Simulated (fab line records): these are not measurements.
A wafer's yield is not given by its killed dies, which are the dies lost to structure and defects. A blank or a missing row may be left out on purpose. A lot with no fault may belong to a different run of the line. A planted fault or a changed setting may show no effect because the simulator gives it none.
Problem report in the 8D (eight disciplines) form, filled by code + flow sky130 + the parts of the form that need people (team, actions taken, sign-off) are left out

## 1. PROBLEM STATEMENT
killed_at_M4_up at SKY_PAD_OPEN_PROBE_99 reads a mean of 45.5 on 2 wafers of 2 lots; wafers without a fault read 3.0 with a standard deviation of 1.5. That puts it +28 standard deviations away from the usual mean.
Earliest sighting: wafer L969.1 on prober-01 at day 50 10:07. The record has a number at this step for 27 wafers belonging to 9 lots. The rule behind "out" and "out of limits": a value lying over 4 standard deviations away from the usual mean. The other wafers with a number count as sound.

## 2. WHAT THIS IS AND IS NOT
| question                    | is                   | is not                                                                                                    |
|-----------------------------|----------------------|-----------------------------------------------------------------------------------------------------------|
| which readings at this step | killed_at_M4_up      | killed_at_M0_to_M3, killed at contacts, killed at front end, killed open, killed short, sort_bin_6_memory |
| which lots                  | L969, L971           | L952, L954, L957, L960, L961, L962, L965                                                                  |
| which wafers of those lots  | L969.1, L971.4       | L969.4, L969.5, L971.1, L971.3                                                                            |
| read on which tools         | prober-01, prober-02 | -                                                                                                         |
| when                        | from day 50 10:07    | up to then (21 sound wafers); but 4 sound wafers of L969, L971 came after                                 |

## 3. WHAT RULES OUT EACH SUSPECT
Counting: a tool at a process step up to the reading stays a suspect if it ran every lot that is out. Sound lots after the first of them don't rule it out here, since some wafers of a struck lot are sound.
- pvd sputter-01 at SKY_METAL4_SPUTTER_03 (material Ti, target thk 5 nm, time 3.3 s): kept. It processed each lot that is out (first: L969, day 45 04:22); up to then, its last sound lot is L965 (day 44 04:07).
- litho track-03 at SKY_METAL5_SOFTBAKE_10 (time 62.38 s): kept. It processed each lot that is out (first: L969, day 48 09:00); up to then, its last sound lot is L961 (day 46 08:20).
The count leaves litho track-03 at SKY_METAL5_SOFTBAKE_10 and pvd sputter-01 at SKY_METAL4_SPUTTER_03.

## 4. THE CAUSE (what the simulator had put in)
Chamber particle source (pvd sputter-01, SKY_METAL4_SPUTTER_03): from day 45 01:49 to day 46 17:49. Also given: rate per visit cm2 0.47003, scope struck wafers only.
This tool is one of the 2 suspects left after counting.

## 5. SEQUENCE OF EFFECTS, ordered by route
One row per reading whose mean, taken over the struck wafers that have a number, lies over 3 standard deviations from the usual. Only readings for which the record gives a usual standard deviation are gone through. hours: the time from each lot's start at the first step in this table that gives one to its start at this step, as a median over the lots. sigmas: the change in usual standard deviations.
| hours | step                  | reading              | usual  | on struck wafers | change | sigmas |
|-------|-----------------------|----------------------|--------|------------------|--------|--------|
| 0     | SKY_PAD_OPEN_PROBE_99 | defect limited yield | 82.4 % | 75.6             | -6.8   | -3.6   |
| 0     | SKY_PAD_OPEN_PROBE_99 | killed_at_M4_up      | 3.0    | 45.5             | +42.5  | +28    |
| 0     | SKY_PAD_OPEN_PROBE_99 | killed dies          | 87     | 120              | +33    | +3.5   |
| 0     | SKY_PAD_OPEN_PROBE_99 | sort_bin_3_pad_short | 0.8 %  | 2.1              | +1.3   | +3.1   |
| 0     | SKY_PAD_OPEN_PROBE_99 | sort_bin_5_function  | 10.4 % | 16.2             | +5.8   | +4.1   |
| 0     | SKY_PAD_OPEN_PROBE_99 | sort n pass          | 405    | 372              | -33    | -3.5   |
| 0     | SKY_PAD_OPEN_PROBE_99 | sort yield pct       | 82.4 % | 75.6             | -6.8   | -3.6   |
It contains these process steps:
- SKY_PAD_OPEN_PROBE_99

## 6. WHAT WOULD HAVE CAUGHT IT SOONER
In this record no reading fell out of limits until day 50 10:07, 128 hours after the fault had begun at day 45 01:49.
An alarm limit of 4 standard deviations would not have fired on the tool readings at SKY_METAL4_SPUTTER_03 for which the record gives a usual standard deviation, since none of them was out on any struck wafer.
By day 50 10:07 the whole set of lots that are out, 2 in number, had already begun SKY_METAL4_SPUTTER_03 on pvd sputter-01. None of them would have been spared by holding the tool at that moment.
